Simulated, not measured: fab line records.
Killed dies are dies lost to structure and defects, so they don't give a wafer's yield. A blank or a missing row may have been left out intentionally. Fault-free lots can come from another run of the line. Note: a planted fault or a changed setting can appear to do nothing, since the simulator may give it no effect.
What tool caused it? / flow sfq_line / 15 lots with 45 wafers sampled at 2 steps, on a route of 325 steps

## WHAT THE GAUGES SHOWED, per wafer
SFQ_M7_RS_MEAS_943: measurement is done with a four-point probe.
lot=L243; measured=day 70 23:37; on=film_metro-01; M7_NB_RS (ohm/sq)=0.904 0.901 0.905
lot=L245; measured=day 71 07:00; on=film_metro-02; M7_NB_RS (ohm/sq)=0.447 0.438 0.444
lot=L246; measured=day 71 10:19; on=film_metro-04; M7_NB_RS (ohm/sq)=0.896 0.895 0.898
lot=L248; measured=day 73 05:52; on=film_metro-01; M7_NB_RS (ohm/sq)=0.884 0.879 0.887
lot=L252; measured=day 74 01:14; on=film_metro-04; M7_NB_RS (ohm/sq)=0.439 0.438 0.441
lot=L255; measured=day 75 01:28; on=film_metro-02; M7_NB_RS (ohm/sq)=0.441 0.437 0.434
lot=L256; measured=day 75 03:36; on=film_metro-02; M7_NB_RS (ohm/sq)=0.894 0.896 0.886
lot=L258; measured=day 75 20:31; on=film_metro-01; M7_NB_RS (ohm/sq)=0.869 0.873 0.866
lot=L259; measured=day 76 01:22; on=film_metro-04; M7_NB_RS (ohm/sq)=0.887 0.866 0.875
lot=L260; measured=day 76 03:08; on=film_metro-02; M7_NB_RS (ohm/sq)=0.870 0.885 0.891
lot=L261; measured=day 76 09:47; on=film_metro-01; M7_NB_RS (ohm/sq)=0.903 0.897 0.898
lot=L262; measured=day 76 18:07; on=film_metro-04; M7_NB_RS (ohm/sq)=0.895 0.898 0.898
lot=L263; measured=day 76 19:20; on=film_metro-01; M7_NB_RS (ohm/sq)=0.906 0.897 0.891
lot=L264; measured=day 76 21:44; on=film_metro-04; M7_NB_RS (ohm/sq)=0.878 0.884 0.894
lot=L266; measured=day 78 08:23; on=film_metro-04; M7_NB_RS (ohm/sq)=0.882 0.873 0.878

## WHICH TOOL RAN EACH LOT (tool, then ch and the chambers of the sampled wafers, then the start)
lot=L243; SFQ_TRILAYER_M7_DEP_SPUTTER_175=pvd_sputter-05, day 70 23:31
lot=L245; SFQ_TRILAYER_M7_DEP_SPUTTER_175=pvd_sputter-05, day 71 06:37
lot=L246; SFQ_TRILAYER_M7_DEP_SPUTTER_175=pvd_sputter-04, day 71 10:13
lot=L248; SFQ_TRILAYER_M7_DEP_SPUTTER_175=pvd_sputter-04, day 73 05:43
lot=L252; SFQ_TRILAYER_M7_DEP_SPUTTER_175=pvd_sputter-04, day 74 00:52
lot=L255; SFQ_TRILAYER_M7_DEP_SPUTTER_175=pvd_sputter-05, day 75 01:07
lot=L256; SFQ_TRILAYER_M7_DEP_SPUTTER_175=pvd_sputter-04, day 75 03:31
lot=L258; SFQ_TRILAYER_M7_DEP_SPUTTER_175=pvd_sputter-03, day 75 20:26
lot=L259; SFQ_TRILAYER_M7_DEP_SPUTTER_175=pvd_sputter-05, day 76 01:14
lot=L260; SFQ_TRILAYER_M7_DEP_SPUTTER_175=pvd_sputter-03, day 76 03:02
lot=L261; SFQ_TRILAYER_M7_DEP_SPUTTER_175=pvd_sputter-03, day 76 09:38
lot=L262; SFQ_TRILAYER_M7_DEP_SPUTTER_175=pvd_sputter-04, day 76 18:02
lot=L263; SFQ_TRILAYER_M7_DEP_SPUTTER_175=pvd_sputter-05, day 76 19:14
lot=L264; SFQ_TRILAYER_M7_DEP_SPUTTER_175=pvd_sputter-03, day 76 21:39
lot=L266; SFQ_TRILAYER_M7_DEP_SPUTTER_175=pvd_sputter-04, day 78 08:17
- SFQ_TRILAYER_M7_DEP_SPUTTER_175: material Nb, target thk 200 nm, time 133.3 s.

## WHAT THE TOOLS THEMSELVES READ (means of the sampled wafers that have a number; where no wafer has one, the mark that the record gives instead)
SFQ_TRILAYER_M7_DEP_SPUTTER_175.
lot=L243; tool=pvd_sputter-05; throttle_valve_pct (%)=30.0
lot=L245; tool=pvd_sputter-05; throttle_valve_pct (%)=30.0
lot=L246; tool=pvd_sputter-04; throttle_valve_pct (%)=30.8
lot=L248; tool=pvd_sputter-04; throttle_valve_pct (%)=31.2
lot=L252; tool=pvd_sputter-04; throttle_valve_pct (%)=30.1
lot=L255; tool=pvd_sputter-05; throttle_valve_pct (%)=30.0
lot=L256; tool=pvd_sputter-04; throttle_valve_pct (%)=30.3
lot=L258; tool=pvd_sputter-03; throttle_valve_pct (%)=30.5
lot=L259; tool=pvd_sputter-05; throttle_valve_pct (%)=29.8
lot=L260; tool=pvd_sputter-03; throttle_valve_pct (%)=29.9
lot=L261; tool=pvd_sputter-03; throttle_valve_pct (%)=31.3
lot=L262; tool=pvd_sputter-04; throttle_valve_pct (%)=30.6
lot=L263; tool=pvd_sputter-05; throttle_valve_pct (%)=29.9
lot=L264; tool=pvd_sputter-03; throttle_valve_pct (%)=30.1
lot=L266; tool=pvd_sputter-04; throttle_valve_pct (%)=31.4

## THE ANSWER, worked out from the rows above alone
Rule: what is usual is taken from the lots themselves. The widest of any qualifying gaps counts: lots, ordered by their means at a reading, are off when they make up no more than a third of the lots, leave a main group of 4 or more, and stand apart from it by 3 or more times the standard deviation of that group's means. If all means in a main group match to the digits the tables above print for the reading, that group is not used. Also off: a lot with no number at a reading for which 4 or more lots have one. All remaining lots with rows at the step are treated as sound. Order of review: gauges by route order, followed by the tools' own readings, for which a lot's mean as printed above is used. The first step at which some lot is off is used, and at that step the reading that is off furthest; a lot without a number counts as furthest.
Off: L245, L252, L255, seen at SFQ_M7_RS_MEAS_943 (M7_NB_RS). For the main group the mean is 0.888 ohm/sq and the standard deviation 0.01.
A tool fits if, at a process step before that reading, it ran every lot that is off, and no sound lot after the first of them. Gauges at SFQ_M7_RS_MEAS_943: tried the same way as those tools. Of those tried, none fits.

## WHAT THE SIMULATOR HAD PUT IN
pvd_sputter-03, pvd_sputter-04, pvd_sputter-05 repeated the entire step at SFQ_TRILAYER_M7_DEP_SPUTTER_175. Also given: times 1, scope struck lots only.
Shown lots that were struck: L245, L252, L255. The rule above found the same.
